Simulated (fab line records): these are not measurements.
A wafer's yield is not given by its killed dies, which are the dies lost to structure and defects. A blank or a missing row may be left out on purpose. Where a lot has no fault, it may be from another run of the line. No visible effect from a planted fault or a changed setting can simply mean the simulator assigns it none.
Which tool was responsible? + flow gf180mcu + 10 lots with 30 wafers sampled at 6 steps, on a route of 602 steps

== WHAT THE GAUGES SHOWED, per wafer ==
GF_STI_BOW_MEAS_00.
| lot  | measured    | on           | INCOMING_BOW (um) |
|------|-------------|--------------|-------------------|
| L936 | day 2 06:04 | filmMetro-01 | -1 2 14           |
| L941 | day 3 07:00 | filmMetro-03 | 0 3 13            |
| L942 | day 3 12:00 | filmMetro-01 | -3 0 9            |
| L943 | day 3 17:00 | filmMetro-03 | 9 9 -11           |
| L947 | day 4 13:04 | filmMetro-01 | -7 1 3            |
| L948 | day 4 18:02 | filmMetro-03 | -5 -7 3           |
| L949 | day 4 23:00 | filmMetro-01 | -2 -4 10          |
| L950 | day 5 04:02 | filmMetro-03 | -3 0 -5           |
| L951 | day 5 09:01 | filmMetro-03 | -6 8 0            |
| L953 | day 5 19:01 | filmMetro-03 | 8 2 2             |

GF_VT_IMPLANT_TW_MEAS_43.
| lot  | measured     | on           | VT_IMPLANT_4_TW |
|------|--------------|--------------|-----------------|
| L936 | day 8 17:46  | filmMetro-02 | 689 690 690     |
| L941 | day 10 00:41 | filmMetro-04 | 30 30 30        |
| L942 | day 10 10:52 | filmMetro-03 | 30 30 30        |
| L943 | day 10 17:26 | filmMetro-03 | 30 30 30        |
| L947 | day 11 19:29 | filmMetro-04 | 690 688 686     |
| L948 | day 12 02:42 | filmMetro-03 | 692 688 693     |
| L949 | day 12 10:02 | filmMetro-04 | 687 687 685     |
| L950 | day 12 15:56 | filmMetro-03 | 691 691 689     |
| L951 | day 12 21:31 | filmMetro-04 | 686 687 689     |
| L953 | day 13 11:30 | filmMetro-03 | 687 687 687     |

== WHICH TOOL RAN EACH LOT (tool, then ch and the chambers of the sampled wafers, then the start) ==
| lot  | GF_STI_ETCH_14                 | GF_MVSD_STRIP_10                   | GF_VT_IMPLANT_STRIP_31              | GF_VT_IMPLANT_STRIP_42              |
|------|--------------------------------|------------------------------------|-------------------------------------|-------------------------------------|
| L936 | rieSi-02 ch 0,1,2, day 2 21:41 | plasmaAsher-03 ch 0,1, day 5 10:10 | plasmaAsher-01 ch 0,1, day 8 00:58  | plasmaAsher-04 ch 0,1, day 8 17:35  |
| L941 | rieSi-02 ch 1,2,3, day 3 23:20 | plasmaAsher-04 ch 1, day 6 14:37   | plasmaAsher-04 ch 0, day 9 06:58    | plasmaAsher-04 ch 0,1, day 10 00:35 |
| L942 | rieSi-01 ch 0,1, day 4 05:57   | plasmaAsher-03 ch 0,1, day 6 22:46 | plasmaAsher-02 ch 0,1, day 9 16:59  | plasmaAsher-04 ch 0,1, day 10 10:46 |
| L943 | rieSi-02 ch 0,1,2, day 4 10:53 | plasmaAsher-02 ch 0, day 7 03:40   | plasmaAsher-01 ch 0,1, day 9 23:34  | plasmaAsher-04 ch 0,1, day 10 17:20 |
| L947 | rieSi-01 ch 0,1,2, day 5 06:43 | plasmaAsher-02 ch 0,1, day 8 02:44 | plasmaAsher-02 ch 0,1, day 11 00:34 | plasmaAsher-02 ch 0,1, day 11 19:23 |
| L948 | rieSi-01 ch 1,2, day 5 11:37   | plasmaAsher-04 ch 0,1, day 8 09:01 | plasmaAsher-04 ch 0,1, day 11 07:58 | plasmaAsher-02 ch 0,1, day 12 02:37 |
| L949 | rieSi-01 ch 0,2,3, day 5 16:54 | plasmaAsher-02 ch 0,1, day 8 14:55 | plasmaAsher-04 ch 0,1, day 11 14:17 | plasmaAsher-02 ch 0,1, day 12 09:56 |
| L950 | rieSi-01 ch 0,3, day 5 22:57   | plasmaAsher-02 ch 0,1, day 8 19:52 | plasmaAsher-04 ch 0,1, day 11 20:46 | plasmaAsher-04 ch 0,1, day 12 15:50 |
| L951 | rieSi-02 ch 0,1, day 6 04:03   | plasmaAsher-03 ch 0,1, day 9 01:22 | plasmaAsher-01 ch 0, day 12 02:26   | plasmaAsher-01 ch 0,1, day 12 21:25 |
| L953 | rieSi-02 ch 0,1,2, day 6 14:08 | plasmaAsher-02 ch 0,1, day 9 14:04 | plasmaAsher-02 ch 0,1, day 12 16:07 | plasmaAsher-02 ch 0,1, day 13 11:23 |
- GF_STI_ETCH_14: etches Si in HBr/Cl2/O2, target depth 360 nm, time 102.9 s.
- GF_MVSD_STRIP_10: strips in O2/N2.
- GF_VT_IMPLANT_STRIP_31: strips in O2/N2.
- GF_VT_IMPLANT_STRIP_42: strips in O2/N2.

== AS READ BY THE TOOLS THEMSELVES (means over the sampled wafers that have a number; for cases with no such wafer, the mark the record gives instead) ==
GF_STI_ETCH_14.
| lot  | tool     | chamberPressureMTorr (mTorr) | drypumpMotorCurrentA (A) | heBacksideLeakSccm (sccm) | mfcCl2Sccm (sccm) | oesProductAu (a.u.) | throttleValvePct (%) |
|------|----------|------------------------------|--------------------------|---------------------------|-------------------|---------------------|----------------------|
| L936 | rieSi-02 | 14.995                       | 5.4                      | 2.63                      | 40.08             | 0.991               | 25.665               |
| L941 | rieSi-02 | 15.005                       | 5.5                      | 2.77                      | 39.94             | 0.999               | 25.648               |
| L942 | rieSi-01 | 14.997                       | 5.8                      | 2.46                      | 39.91             | 0.998               | 25.653               |
| L943 | rieSi-02 | 15.009                       | 5.5                      | 2.66                      | 40.05             | 1.004               | 25.646               |
| L947 | rieSi-01 | 15.002                       | 5.6                      | 2.63                      | 39.97             | 1.008               | 25.660               |
| L948 | rieSi-01 | 14.987                       | 5.5                      | 2.84                      | 39.91             | 0.995               | 25.656               |
| L949 | rieSi-01 | 14.997                       | 5.5                      | 2.52                      | 40.03             | 1.009               | 25.642               |
| L950 | rieSi-01 | 14.996                       | 5.7                      | 2.50                      | 40.06             | 1.015               | 25.649               |
| L951 | rieSi-02 | 15.001                       | 5.5                      | 2.61                      | 39.99             | 1.012               | 25.649               |
| L953 | rieSi-02 | 15.005                       | 5.5                      | 2.72                      | 39.93             | 0.994               | 25.662               |

GF_MVSD_STRIP_10.
| lot  | tool           | chamberPressureMTorr (mTorr) | drypumpMotorCurrentA (A) | heaterPowerW (W) | oesProductAu (a.u.) | stripTimeToEndpointS (s) |
|------|----------------|------------------------------|--------------------------|------------------|---------------------|--------------------------|
| L936 | plasmaAsher-03 | 1500.0                       | 5.7                      | 314              | 0.723               | 37.09                    |
| L941 | plasmaAsher-04 | 1501.3                       | 5.4                      | 350              | 0.722               | 37.01                    |
| L942 | plasmaAsher-03 | 1500.9                       | 5.7                      | 321              | 0.727               | 36.91                    |
| L943 | plasmaAsher-02 | 1498.5                       | 6.6                      | 338              | 0.725               | 37.02                    |
| L947 | plasmaAsher-02 | 1499.7                       | 6.3                      | 355              | 0.724               | 36.87                    |
| L948 | plasmaAsher-04 | 1500.1                       | 5.6                      | 337              | 0.723               | 36.96                    |
| L949 | plasmaAsher-02 | 1500.8                       | 6.3                      | 356              | 0.720               | 36.99                    |
| L950 | plasmaAsher-02 | 1499.9                       | 6.3                      | 348              | 0.719               | 36.96                    |
| L951 | plasmaAsher-03 | 1506.3                       | 5.7                      | 315              | 0.719               | 37.00                    |
| L953 | plasmaAsher-02 | 1499.6                       | 5.9                      | 359              | 0.716               | 37.00                    |

GF_VT_IMPLANT_STRIP_31.
| lot  | tool           | chamberPressureMTorr (mTorr) | drypumpMotorCurrentA (A) | heaterPowerW (W) | oesProductAu (a.u.) | stripTimeToEndpointS (s) |
|------|----------------|------------------------------|--------------------------|------------------|---------------------|--------------------------|
| L936 | plasmaAsher-01 | 1499.7                       | 5.3                      | 329              | 0.718               | 12.60                    |
| L941 | plasmaAsher-04 | -                            | -                        | -                | -                   | -                        |
| L942 | plasmaAsher-02 | -                            | -                        | -                | -                   | -                        |
| L943 | plasmaAsher-01 | -                            | -                        | -                | -                   | -                        |
| L947 | plasmaAsher-02 | 1502.4                       | 5.9                      | 357              | 0.717               | 12.65                    |
| L948 | plasmaAsher-04 | 1501.4                       | 5.6                      | 338              | 0.720               | 12.73                    |
| L949 | plasmaAsher-04 | 1500.9                       | 5.6                      | 340              | 0.718               | 12.63                    |
| L950 | plasmaAsher-04 | 1499.3                       | 5.6                      | 336              | 0.715               | 12.66                    |
| L951 | plasmaAsher-01 | 1500.7                       | 5.7                      | 315              | 0.712               | 12.64                    |
| L953 | plasmaAsher-02 | 1499.9                       | 5.9                      | 365              | 0.721               | 12.65                    |

GF_VT_IMPLANT_STRIP_42.
| lot  | tool           | chamberPressureMTorr (mTorr) | drypumpMotorCurrentA (A) | heaterPowerW (W) | oesProductAu (a.u.) | stripTimeToEndpointS (s) |
|------|----------------|------------------------------|--------------------------|------------------|---------------------|--------------------------|
| L936 | plasmaAsher-04 | 1500.9                       | 5.5                      | 347              | 0.716               | 12.65                    |
| L941 | plasmaAsher-04 | 1500.1                       | 5.6                      | 338              | 0.716               | 27.54                    |
| L942 | plasmaAsher-04 | 1501.6                       | 5.6                      | 339              | 0.721               | 27.65                    |
| L943 | plasmaAsher-04 | 1500.0                       | 5.6                      | 333              | 0.720               | 27.70                    |
| L947 | plasmaAsher-02 | 1500.2                       | 6.3                      | 352              | 0.713               | 12.64                    |
| L948 | plasmaAsher-02 | 1499.5                       | 6.3                      | 351              | 0.713               | 12.66                    |
| L949 | plasmaAsher-02 | 1498.5                       | 6.3                      | 357              | 0.713               | 12.64                    |
| L950 | plasmaAsher-04 | 1500.1                       | 5.5                      | 335              | 0.716               | 12.65                    |
| L951 | plasmaAsher-01 | 1500.2                       | 5.3                      | 337              | 0.718               | 12.68                    |
| L953 | plasmaAsher-02 | 1499.8                       | 6.3                      | 349              | 0.710               | 12.65                    |

== THE ANSWER, worked out from the rows above alone ==
Rule: usual is defined by the lots themselves. The widest of any qualifying gaps counts: lots, ordered by their means at a reading, are off when they make up no more than a third of the lots, leave a main group of 4 or more, and stand apart from it by 3 or more times the standard deviation of that group's means. The tables above print the reading to a certain number of digits; a main group whose means all agree to those digits is not used. A lot without any number at a reading at which 4 lots or more have one is off too. Any other lot the step has rows for is counted as sound. First the gauges in route order, then the tools' own readings, where a lot's mean is used as printed above. At the first step where some lot is off, the reading lying furthest off is the one used; lots without a number count as furthest.
Off: L941, L942, L943, at GF_VT_IMPLANT_TW_MEAS_43 (VT_IMPLANT_4_TW). Mean 689 and standard deviation 1.7 in the main group.
A tool fits if, at a process step before that reading, it ran every lot that is off, and no sound lot after the first of them. The gauges at GF_VT_IMPLANT_TW_MEAS_43 aren't tried: what is off there is off at GF_VT_IMPLANT_STRIP_31 too, on other tools, and a gauge's error can't cause that. No candidate that was tried fits.

== WHAT THE SIMULATOR HAD INSERTED ==
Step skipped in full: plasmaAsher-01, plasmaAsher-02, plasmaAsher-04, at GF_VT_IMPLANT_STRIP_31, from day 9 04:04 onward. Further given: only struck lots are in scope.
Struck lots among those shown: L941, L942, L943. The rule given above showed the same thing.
